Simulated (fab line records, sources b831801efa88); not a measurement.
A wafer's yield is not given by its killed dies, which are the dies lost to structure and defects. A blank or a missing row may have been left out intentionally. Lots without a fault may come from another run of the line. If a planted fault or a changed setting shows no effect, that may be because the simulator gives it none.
The tool behind it: which one?    flow sky130    Sampling: 14 lots, 42 wafers, 4 of 708 route steps

WHAT EACH GAUGE READ, for each wafer
SKY_POLY_GATE_THK_MEAS_01. Usual: POLY_GATE_CVD_00_THK gives 178.6 nm (standard deviation 1.5).
lot   measured      on            POLY_GATE_CVD_00_THK (nm)  flag
L198  day 14 11:17  filmMetro-03  179.6 180.0 181.1          
L200  day 14 22:22  filmMetro-04  179.7 179.0 179.7          
L201  day 15 11:29  filmMetro-04  176.1 177.4 176.9          
L210  day 18 17:10  filmMetro-01  178.7 180.6 178.2          
L211  day 18 19:57  filmMetro-01  177.7 177.6 176.6          
L212  day 19 09:41  filmMetro-01  180.3 178.3 180.0          
L213  day 19 17:23  filmMetro-03  175.2 173.6 176.2          
L214  day 19 22:18  filmMetro-04  180.4 180.7 179.3          
L215  day 20 15:43  filmMetro-03  177.6 179.3 179.4          
L216  day 21 03:53  filmMetro-04  180.2 179.6 180.2          
L217  day 21 09:53  filmMetro-01  179.3 178.2 178.0          
L218  day 21 11:40  filmMetro-01  178.8 178.5 178.3          
L219  day 21 19:28  filmMetro-01  178.2 180.3 180.0          
L220  day 23 04:44  filmMetro-03  178.3 180.6 178.1          

SKY_SD_N_RS_MEAS_16: a four-point-probe measurement. Usual: SD_N_RS gives 68.52 ohm/sq (standard deviation 0.11).
lot   measured      on            SD_N_RS (ohm/sq)   flag
L198  day 28 15:30  filmMetro-04  68.41 68.60 68.48  
L200  day 28 19:34  filmMetro-04  68.34 68.35 68.47  
L201  day 29 09:22  filmMetro-04  68.28 68.39 68.42  
L210  day 32 14:39  filmMetro-03  68.46 68.63 68.52  
L211  day 32 14:58  filmMetro-01  68.55 68.60 68.49  
L212  day 32 22:01  filmMetro-04  68.42 68.48 68.47  
L213  day 33 08:04  filmMetro-04  68.49 68.59 68.46  
L214  day 33 13:32  filmMetro-01  68.45 68.72 68.62  
L215  day 34 02:59  filmMetro-03  68.70 68.47 68.55  
L216  day 34 13:16  filmMetro-04  68.36 68.50 68.46  
L217  day 34 20:48  filmMetro-01  68.57 68.63 68.78  
L218  day 35 11:29  filmMetro-03  68.59 68.64 68.75  
L219  day 35 12:49  filmMetro-04  68.50 68.46 68.57  
L220  day 36 05:04  filmMetro-03  68.73 68.62 68.55  

WHICH TOOL RAN EACH LOT (tool, then ch and the chambers of the sampled wafers, then the start)
lot   SKY_LDD_LDN_DEVELOP_06            SKY_LDD_LDN_STRIP_12
L198  lithoTrack-03 ch 0, day 23 08:48  plasmaAsher-01 ch 0,1, day 23 09:34
L200  lithoTrack-02, day 23 19:23       plasmaAsher-02 ch 0,1, day 23 20:10
L201  lithoTrack-02, day 24 10:56       plasmaAsher-02 ch 0,1, day 24 11:42
L210  lithoTrack-04 ch 0, day 27 15:37  plasmaAsher-02 ch 0, day 27 16:23
L211  lithoTrack-04 ch 0, day 27 15:56  plasmaAsher-01 ch 0,1, day 27 16:43
L212  lithoTrack-04 ch 0, day 28 03:53  plasmaAsher-01 ch 0,1, day 28 04:41
L213  lithoTrack-02 ch 0, day 28 12:48  plasmaAsher-03 ch 0,1, day 28 13:34
L214  lithoTrack-02 ch 0, day 28 19:12  plasmaAsher-02 ch 1, day 28 19:58
L215  lithoTrack-04 ch 0, day 29 10:38  plasmaAsher-01 ch 0,1, day 29 11:26
L216  lithoTrack-04 ch 0, day 29 21:35  plasmaAsher-01 ch 0,1, day 29 22:22
L217  lithoTrack-04 ch 0, day 30 01:53  plasmaAsher-02 ch 0,1, day 30 02:40
L218  lithoTrack-04 ch 0, day 30 20:35  plasmaAsher-02 ch 0,1, day 30 21:23
L219  lithoTrack-02 ch 0, day 30 21:38  plasmaAsher-03 ch 0,1, day 30 22:25
L220  lithoTrack-03 ch 0, day 31 17:02  plasmaAsher-02 ch 0,1, day 31 17:48
- SKY_LDD_LDN_DEVELOP_06: develop time 60 s.
- SKY_LDD_LDN_STRIP_12: strips in O2/N2.

AS READ BY THE TOOLS THEMSELVES (means over the sampled wafers that have a number; for cases with no such wafer, the mark the record gives instead)
SKY_LDD_LDN_DEVELOP_06. Usual: chillPlateTempC 22.99 C, standard deviation 0.096.
lot   tool           chillPlateTempC (C)  flag
L198  lithoTrack-03  22.96                
L200  lithoTrack-02  -                    OFF
L201  lithoTrack-02  -                    OFF
L210  lithoTrack-04  23.03                
L211  lithoTrack-04  22.97                
L212  lithoTrack-04  22.93                
L213  lithoTrack-02  23.06                
L214  lithoTrack-02  22.97                
L215  lithoTrack-04  23.03                
L216  lithoTrack-04  22.92                
L217  lithoTrack-04  23.02                
L218  lithoTrack-04  22.94                
L219  lithoTrack-02  23.02                
L220  lithoTrack-03  22.99                

SKY_LDD_LDN_STRIP_12. Usual: drypumpMotorCurrentA 5.7 A, standard deviation 0.49; oesProductAu 0.716 a.u., standard deviation 0.0045; stripTimeToEndpointS 14.19 s, standard deviation 0.037.
lot   tool            drypumpMotorCurrentA (A)  oesProductAu (a.u.)  stripTimeToEndpointS (s)  flag
L198  plasmaAsher-01  6.1                       0.714                14.19                     
L200  plasmaAsher-02  5.4                       0.712                14.17                     
L201  plasmaAsher-02  5.7                       0.716                14.20                     
L210  plasmaAsher-02  5.0                       0.717                14.18                     
L211  plasmaAsher-01  5.9                       0.717                14.26                     
L212  plasmaAsher-01  6.1                       0.715                14.23                     
L213  plasmaAsher-03  5.8                       0.713                14.18                     
L214  plasmaAsher-02  6.1                       0.720                14.18                     
L215  plasmaAsher-01  6.1                       0.718                14.22                     
L216  plasmaAsher-01  6.1                       0.716                14.18                     
L217  plasmaAsher-02  5.4                       0.717                14.21                     
L218  plasmaAsher-02  5.4                       0.718                14.19                     
L219  plasmaAsher-03  5.8                       0.709                14.16                     
L220  plasmaAsher-02  5.7                       0.712                14.18                     

THE ANSWER, worked out from the rows above alone
Rule: take the mean of a lot's wafers that have a number; if it is more than 3 standard deviations from the usual mean, the lot is off. Also off: a lot with no number at a reading for which 4 or more lots have one. The other lots that the step has rows for count as sound. Order of review: gauges by route order, followed by the tools' own readings, for which a lot's mean as printed above is used. The first step at which some lot is off is used, and at that step the reading that is off furthest; a lot without a number counts as furthest.
Off: L200, L201 (SKY_LDD_LDN_DEVELOP_06, chillPlateTempC). Without a number there: L200, L201.
A tool fits if, at that step or a process step before it, it ran every lot that is off, and no sound lot after the first of them. No candidate that was tried fits.

WHAT THE SIMULATOR HAD INSERTED
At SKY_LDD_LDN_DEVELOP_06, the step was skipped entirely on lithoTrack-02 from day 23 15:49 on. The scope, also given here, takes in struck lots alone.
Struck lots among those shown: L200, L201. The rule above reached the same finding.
